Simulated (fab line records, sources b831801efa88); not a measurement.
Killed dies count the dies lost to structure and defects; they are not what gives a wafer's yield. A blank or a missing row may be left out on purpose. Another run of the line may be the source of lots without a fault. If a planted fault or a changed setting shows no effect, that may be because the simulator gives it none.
One fault through the eyes of 2 desks | flow sky130 | numbers are kept per desk, each desk with only its own; the story behind them comes last

AT THE METROLOGY DESK
What the gauges read, lot by lot, whatever tool the lot ran on: means of the sampled wafers that have a number. If a lot's mean is further than 4 standard deviations from the usual mean, the lot is out of limits and carries the mark OUT (the distance appears in the brackets).
Columns: A = NWELL_00_OVL at SKY_NWELL_OVL_MEAS_10, usual -0.4 nm; B = cd_nm at SKY_VT_ADJUST_NCORE_CD_MEAS_07, usual 379.2 nm; C = VT_ADJUST_NCORE_TW at SKY_VT_ADJUST_NCORE_TW_MEAS_11, usual 220.1
lot  | first seen here | A    | B     | C
L774 | day 4 16:42     | -0.1 | 380.9 | 220.7
L775 | day 4 23:13     | -0.1 | 379.6 | 219.7
L779 | day 6 03:24     | 1.1  | 377.9 | 220.0
L781 | day 6 07:16     | 0.3  | 380.3 | 220.4
L783 | day 6 21:02     | -0.7 | 385.3 | 218.6
L785 | day 7 04:13     | 0.9  | 380.5 | 237.3 (+12) OUT
L787 | day 7 16:51     | 0.6  | 381.8 | 234.1 (+10) OUT
L789 | day 8 06:16     | -0.9 | 381.4 | 219.9
L791 | day 8 16:16     | 1.1  | 378.2 | 221.3
L794 | day 9 08:17     | 0.2  | 378.6 | 221.9
L796 | day 9 22:34     | -0.2 | 380.5 | 221.8
L797 | day 10 04:22    | 0.5  | 379.0 | 217.2
This desk finds L785, L787 out of limits, with the earliest case on L785 at day 11 20:59 (VT_ADJUST_NCORE_TW at SKY_VT_ADJUST_NCORE_TW_MEAS_11). In limits: L774, L775, L779, L781, L783, L789, L791, L794, L796, L797.

DESK OF THE TOOL OWNER: implanter-01
SKY_VT_ADJUST_NCORE_IMPLANT_09, tool's own readings: per-lot mean of the sampled wafers with a number, covering each lot this tool ran. If a lot's mean is further than 4 standard deviations from the usual mean, the lot is out of limits and carries the mark OUT (the distance appears in the brackets).
Columns: A = beam_energy_keV at SKY_VT_ADJUST_NCORE_IMPLANT_09, usual 10.001
lot  | first seen here | A
L774 | day 8 18:55     | 9.997
L785 | day 11 20:44    | 13.590 (+99 or more) OUT
L787 | day 12 11:19    | 13.586 (+99 or more) OUT
This desk's verdict: out of limits on L785, L787, starting with L785 at day 11 20:44 (beam_energy_keV at SKY_VT_ADJUST_NCORE_IMPLANT_09). In limits: L774.

PUT TOGETHER
At day 11 20:44, on L785, L787, the tool owner's desk was in a position to raise an alarm.
L785, L787 would have let the metrology desk raise an alarm at day 11 20:59.
Every lot named ran SKY_VT_ADJUST_NCORE_IMPLANT_09 on implanter-01.

WHAT THE SIMULATOR PUT IN
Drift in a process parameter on implanter-01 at SKY_VT_ADJUST_NCORE_IMPLANT_09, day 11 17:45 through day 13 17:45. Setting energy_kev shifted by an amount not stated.
Lots struck among those shown: L785, L787.
Time in hours from fault onset to the first out-of-limits reading at each desk: tool owner's desk 3, metrology desk 3.
